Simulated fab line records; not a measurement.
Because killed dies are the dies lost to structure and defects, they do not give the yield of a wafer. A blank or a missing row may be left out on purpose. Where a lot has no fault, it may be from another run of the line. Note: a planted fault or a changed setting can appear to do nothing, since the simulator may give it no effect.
Matching of chambers + flow sky130 + hdpcvd-01 running SKY_VIA3_HDPCVD_00: 3 sister chambers
The step deposits SiO2, target thk 1635 nm, time 272.5 s. 20 wafers are shown with their chamber, then 10 later ones without.

WAFERS PAIRED WITH THEIR CHAMBERS
| wafer  | chamber | susceptor_temp_C (C) |
|--------|---------|----------------------|
| L739.1 | 0       | 400.01               |
| L739.2 | 2       | 399.68               |
| L739.3 | 1       | 399.87               |
| L741.2 | 1       | 400.18               |
| L741.3 | 2       | 400.23               |
| L741.6 | 1       | 400.06               |
| L743.2 | 2       | 399.70               |
| L743.5 | 1       | 399.68               |
| L743.6 | 2       | 399.81               |
| L742.3 | 1       | 400.01               |
| L742.4 | 2       | 400.15               |
| L742.5 | 0       | 400.06               |
| L744.2 | 0       | 400.07               |
| L744.4 | 0       | 400.06               |
| L744.6 | 1       | 399.92               |
| L745.1 | 1       | 400.02               |
| L745.4 | 0       | 400.30               |
| L745.5 | 2       | 400.11               |
| L748.4 | 2       | 399.51               |
| L748.5 | 0       | 400.10               |

SIGNATURES, as means of the wafers listed above
| reading          | chamber 0 | chamber 1 | chamber 2 | scatter within a chamber |
|------------------|-----------|-----------|-----------|--------------------------|
| susceptor_temp_C | 400.1000  | 399.9629  | 399.8843  | 0.198                    |
Rule: for a wafer and a chamber, the distance is found by dividing, reading by reading, the gap between the wafer's reading and the chamber's mean by the reading's scatter, squaring, summing and taking the root. The wafer belongs to the nearest chamber; if the next one is less than 2 further off, it can't be placed. How the scatter is found: for the shown wafers, subtract from each reading the mean of its chamber, square and add these, divide the total by (wafers less chambers), then take the root.

WAFERS WITHOUT THEIR CHAMBER
| wafer  | susceptor_temp_C (C) |
|--------|----------------------|
| L748.6 | 400.00               |
| L749.1 | 399.47               |
| L749.2 | 399.90               |
| L749.5 | 399.91               |
| L751.2 | 400.04               |
| L751.3 | 400.16               |
| L751.6 | 400.26               |
| L752.1 | 400.16               |
| L752.2 | 399.97               |
| L752.5 | 399.88               |

EACH ONE'S CHAMBER
| wafer  | from the rows above          | in truth |
|--------|------------------------------|----------|
| L748.6 | can't be placed: 1 or 0 or 2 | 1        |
| L749.1 | can't be placed: 2 or 1 or 0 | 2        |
| L749.2 | can't be placed: 2 or 1 or 0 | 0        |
| L749.5 | can't be placed: 2 or 1 or 0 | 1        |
| L751.2 | can't be placed: 0 or 1 or 2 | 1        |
| L751.3 | can't be placed: 0 or 1 or 2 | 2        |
| L751.6 | can't be placed: 0 or 1 or 2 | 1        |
| L752.1 | can't be placed: 0 or 1 or 2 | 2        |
| L752.2 | can't be placed: 1 or 2 or 0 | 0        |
| L752.5 | can't be placed: 2 or 1 or 0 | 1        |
Correctly placed: 0 of 10. Cannot be placed on the basis of these rows: 10; the candidates contain the true chamber in 10. Placed wrongly: 0.
